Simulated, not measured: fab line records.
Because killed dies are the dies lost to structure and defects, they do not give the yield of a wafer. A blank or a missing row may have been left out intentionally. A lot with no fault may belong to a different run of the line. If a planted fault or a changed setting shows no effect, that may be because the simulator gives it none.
Check for tools in common ; flow sky130 ; Sample size 10 lots and 30 wafers

WHAT PROMPTED THE OPENING
At SKY_POLY_GATE_THK_MEAS_04 the reading POLY_GATE_CVD_03_THK is flagged on 2 of 10 lots. Fault-free wafers read 75.8 nm, with a standard deviation of 0.76.
Rule: a lot gets a flag if all its wafers with a number sit over 4 standard deviations from that mean, or if no wafer of it has a number. The other lots count as sound.

lot;measured;on;POLY_GATE_CVD_03_THK (nm), wafer by wafer;flag
L503;day 15 05:07;film metro-04;75.8 75.8 75.8;
L505;day 15 21:02;film metro-04;76.5 75.8 76.5;
L506;day 16 05:40;film metro-01;76.8 76.5 76.5;
L508;day 16 21:04;film metro-03;54.1 54.4 53.9;FLAGGED
L509;day 17 08:07;film metro-03;52.6 53.1 52.4;FLAGGED
L516;day 19 19:23;film metro-04;75.1 74.3 75.1;
L523;day 22 14:58;film metro-03;76.3 76.6 76.3;
L524;day 22 16:29;film metro-03;75.7 76.1 76.1;
L525;day 23 02:22;film metro-03;77.0 76.6 76.6;
L526;day 23 06:59;film metro-01;76.2 75.6 75.9;
The numbers of the flagged lots are 53.4 nm on average: -22.4 nm against the usual, or -29 standard deviations.

LOT BY LOT: THE TOOL USED
The record keeps 1 process step preceding the reading, out of 708 steps on the route. Read each cell as the tool, then ch plus the chambers that the sampled wafers visited, then the start.
lot;flag;SKY_POLY_GATE_CVD_03
L503;;lpcvd-02 ch 0, day 15 03:42
L505;;lpcvd-02 ch 1, day 15 19:40
L506;;lpcvd-02 ch 1, day 16 04:18
L508;FLAGGED;lpcvd-02 ch 0, day 16 19:42
L509;FLAGGED;lpcvd-02 ch 0, day 17 06:46
L516;;lpcvd-02 ch 1, day 19 18:01
L523;;lpcvd-02 ch 1, day 22 13:35
L524;;lpcvd-02 ch 0, day 22 15:06
L525;;lpcvd-02 ch 1, day 23 00:59
L526;;lpcvd-02 ch 1, day 23 05:38
What is done by these steps:
- SKY_POLY_GATE_CVD_03: deposits Si3N4 from DCS/NH3, target thk 75 nm, time 1290 s.
- SKY_POLY_GATE_THK_MEAS_04

FLAGGED AGAINST TOTAL, ONE TOOL AT A TIME (gauges that did the reading follow at the end)
step;tool;lots run;flagged;share of the flagged lots;sound lots run after its first flagged lot
SKY_POLY_GATE_CVD_03;lpcvd-02;10;2;all;5 (L516,L523,L524,L525,L526)
SKY_POLY_GATE_THK_MEAS_04;film metro-01;2;0;none;-
SKY_POLY_GATE_THK_MEAS_04;film metro-03;5;2;all;3 (L523,L524,L525)
SKY_POLY_GATE_THK_MEAS_04;film metro-04;3;0;none;-

THE TABLE: WHAT IT ALLOWS
In 2 table rows, all flagged lots were run: lpcvd-02 (SKY_POLY_GATE_CVD_03), film metro-03 (SKY_POLY_GATE_THK_MEAS_04).
- lpcvd-02 at SKY_POLY_GATE_CVD_03 ran 10 lots, 2 of them flagged. Sound lots followed the first flagged one (L516, L523, L524, L525, L526) on it, something a lasting fault affecting the whole tool could not allow.
- film metro-03 at SKY_POLY_GATE_THK_MEAS_04 ran 5 lots, 2 of them flagged. Sound lots followed the first flagged one (L523, L524, L525) on it, something a lasting fault affecting the whole tool could not allow.
No row of the table ran every flagged lot and no sound lot after the first.

WHAT WAS PUT IN BY THE SIMULATOR
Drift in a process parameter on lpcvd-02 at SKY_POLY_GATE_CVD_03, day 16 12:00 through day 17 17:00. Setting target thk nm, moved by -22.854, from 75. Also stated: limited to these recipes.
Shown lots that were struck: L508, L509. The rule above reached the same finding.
